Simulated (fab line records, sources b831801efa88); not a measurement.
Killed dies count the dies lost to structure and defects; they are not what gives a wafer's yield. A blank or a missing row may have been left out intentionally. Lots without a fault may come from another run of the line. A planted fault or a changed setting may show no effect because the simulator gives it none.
What tool caused it? / flow gf180mcu / 6 lots, 18 wafers sampled, at 4 steps of a route of 602

== WHAT THE GAUGES SHOWED, per wafer ==
GF_PASSIVATION_BOW_MEAS_14.
lot=L267; measured=day 29 07:42; on=film_metro-02; PASSIVATION_BOW (um)=134 128 143
lot=L269; measured=day 30 07:11; on=film_metro-01; PASSIVATION_BOW (um)=142 159 143
lot=L274; measured=day 31 07:04; on=film_metro-02; PASSIVATION_BOW (um)=150 152 142
lot=L282; measured=day 33 10:55; on=film_metro-04; PASSIVATION_BOW (um)=142 138 144
lot=L285; measured=day 34 07:35; on=film_metro-02; PASSIVATION_BOW (um)=122 127 132
lot=L288; measured=day 34 17:50; on=film_metro-01; PASSIVATION_BOW (um)=145 135 134

== WHICH TOOL RAN EACH LOT (tool, then ch and the chambers of the sampled wafers, then the start) ==
lot=L267; GF_V3_CVD_23=cvd_w-01 ch 0,1, day 22 18:51; GF_M4_SPUTTER_02=pvd_sputter-02, day 22 19:37; GF_MIM_SPUTTER_03=pvd_sputter-04, day 24 19:43
lot=L269; GF_V3_CVD_23=cvd_w-02 ch 0,1, day 23 22:06; GF_M4_SPUTTER_02=pvd_sputter-04, day 23 22:50; GF_MIM_SPUTTER_03=pvd_sputter-04, day 25 21:36
lot=L274; GF_V3_CVD_23=cvd_w-01 ch 0,1, day 25 02:56; GF_M4_SPUTTER_02=pvd_sputter-04, day 25 03:40; GF_MIM_SPUTTER_03=pvd_sputter-04, day 26 23:35
lot=L282; GF_V3_CVD_23=cvd_w-02 ch 0,1, day 27 18:08; GF_M4_SPUTTER_02=pvd_sputter-04, day 27 18:52; GF_MIM_SPUTTER_03=pvd_sputter-04, day 29 13:01
lot=L285; GF_V3_CVD_23=cvd_w-01 ch 0,1, day 28 19:53; GF_M4_SPUTTER_02=pvd_sputter-01, day 28 20:36; GF_MIM_SPUTTER_03=pvd_sputter-02, day 30 13:41
lot=L288; GF_V3_CVD_23=cvd_w-01 ch 0,1, day 29 09:11; GF_M4_SPUTTER_02=pvd_sputter-02, day 29 10:07; GF_MIM_SPUTTER_03=pvd_sputter-03, day 31 02:23
- GF_V3_CVD_23: deposits W, target thk 350 nm, time 104.9 s.
- GF_M4_SPUTTER_02: material AlCu, target thk 450 nm, time 23.9 s.
- GF_MIM_SPUTTER_03: material Ti, target thk 10 nm, time 6.7 s.

== THE ANSWER, worked out from the rows above alone ==
Rule: usual is defined by the lots themselves. Put in order of their means at a reading, lots are off if they are a third of the lots or fewer, leave a main group of 4 or more, and stand apart from it by a gap of 3 or more times the standard deviation of the main group's means; of several such gaps the widest counts. The tables above print the reading to a certain number of digits; a main group whose means all agree to those digits is not used. A lot without any number at a reading at which 4 lots or more have one is off too. All remaining lots with rows at the step are treated as sound.
No lot is off on any of the readings shown, so nothing can be concluded from this.

== WHAT WAS PUT IN BY THE SIMULATOR ==
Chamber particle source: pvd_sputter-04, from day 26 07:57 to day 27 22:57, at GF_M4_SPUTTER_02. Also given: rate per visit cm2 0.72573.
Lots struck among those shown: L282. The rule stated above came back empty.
